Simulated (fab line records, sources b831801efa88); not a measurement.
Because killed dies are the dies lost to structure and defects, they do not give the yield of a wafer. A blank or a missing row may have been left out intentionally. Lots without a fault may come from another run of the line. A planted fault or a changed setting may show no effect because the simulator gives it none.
Comparing a struck lot with a sound one / flow sky130 / 16 out of 708 route steps
Sound: the wafers L865.1, L865.4, L865.6. Wafers struck: L880.1, L880.2, L880.4. The cause is given at the end.
Each step with rows lists, per side, the tool, then ch with its chambers, then its first start. Under that, the readings that differ: sound wafers / struck wafers / difference of the means / sigmas: that difference in standard deviations of wafers without a fault.
alike: a reading whose means differ by less than 2 such deviations, as well as words and numbers matching on both sides. not compared: withheld readings; readings where some wafer has no value; bounds like >300 that might hide an equal value; numbers whose values overlap and for which the record gives no deviation.
A row with sigmas, a row that says differs or no value, or rows on one side alone: a step with any of these is where the two part. Numbers that don't overlap but have no deviation are shown without sigmas and don't part them. A reading missing from all wafers of one side parts the sides only when that side holds two or more wafers.

first, 1 step without rows for these wafers: SKY_FIELD_ISO_CVD_03 (deposits Si3N4 from DCS/NH3, target thk 165 nm, time 2830 s).
SKY_FIELD_ISO_THK_MEAS_04:
  sound on filmMetro-03, day 3 05:29; struck on filmMetro-03, day 6 16:13
reading=FIELD_ISO_CVD_03_THK (nm); sound=170.0 169.0 168.2; struck=163.2 163.9 164.5; difference=-5.2; sigmas=-3
then, 8 steps without rows for these wafers: SKY_FIELD_ISO_DEHYDRATE_05 (time 60 s); SKY_FIELD_ISO_HMDS_06 (prime time 60 s); SKY_FIELD_ISO_COAT_07 (resist thk 60 nm); SKY_FIELD_ISO_COAT_08 (resist thk 450 nm); SKY_FIELD_ISO_SOFTBAKE_09 (time 90 s); SKY_FIELD_ISO_EXPOSE_10 (exposes mask FOM, target cd 150 nm); SKY_FIELD_ISO_PEB_11; SKY_FIELD_ISO_DEVELOP_12 (develop time 60 s).
SKY_FIELD_ISO_CD_MEAS_13: the cd target is 150 nm.
  sound on cdSem-01, day 3 22:36; struck on cdSem-01, day 7 10:50
reading=cdNm (nm); sound=149.5 148.5 149.6; struck=152.7 150.7 152.0; difference=+2.6; sigmas=+2
SKY_FIELD_ISO_ETCH_14: etches BARC in N2/H2, stops on SiO2, time 45.9 s, target depth 60 nm.
  sound on rieDiel-03 ch 0,1, day 3 22:43; struck on rieDiel-02 ch 1,2, day 7 10:57
  alike: drypumpMotorCurrentA, oesProductAu, runLengthS, throttleValvePct
  not compared: rfHoursCounterH
SKY_FIELD_ISO_ETCH_15: etches the open film in CHF3/O2, stops on Si, target depth 180 nm, time 72 s.
  sound on rieDiel-03 ch 0,1, day 3 22:46; struck on rieDiel-02 ch 1,2, day 7 11:00
reading=oesProductAu (a.u.); sound=0.967 0.963 0.961; struck=0.907 0.918 0.909; difference=-0.052; sigmas=-6
reading=runLengthS (s); sound=101.1 99.7 99.8; struck=104.3 105.1 104.8; difference=+4.5; sigmas=+11
reading=model.KrF-thick_of_FIELD_ISO_COAT_08.thkNm (nm); sound=232.1 237 236.4; struck=221.6 218.7 218.4; difference=-15.6; sigmas=
  alike: drypumpMotorCurrentA, throttleValvePct
  not compared: rfHoursCounterH
SKY_FIELD_ISO_STRIP_16: strips in O2/N2.
  sound on plasmaAsher-02 ch 1, day 3 22:49; struck on plasmaAsher-02 ch 0,1, day 7 11:03
reading=stripTimeToEndpointS (s); sound=3.50 3.54 3.55; struck=3.39 3.36 3.34; difference=-0.17; sigmas=-4
  alike: drypumpMotorCurrentA, oesProductAu
  not compared: rfHoursCounterH
SKY_FIELD_ISO_ETCH_17: etches Si in HBr/Cl2/O2, target depth 342 nm, time 97.7 s.
  sound on rieSi-02 ch 1,3, day 3 22:55; struck on rieSi-02 ch 0,1,3, day 7 11:09
  alike: drypumpMotorCurrentA, oesProductAu, runLengthS, throttleValvePct
  not compared: rfHoursCounterH
SKY_PAD_OPEN_PROBE_99:
  the record holds rows for the sound wafers here (prober-01, day 47 13:18) but none for the struck ones

WHERE THEY PART
At SKY_FIELD_ISO_THK_MEAS_04 first; at SKY_PAD_OPEN_PROBE_99 last (within this record only).

WHY: what the simulator had put in
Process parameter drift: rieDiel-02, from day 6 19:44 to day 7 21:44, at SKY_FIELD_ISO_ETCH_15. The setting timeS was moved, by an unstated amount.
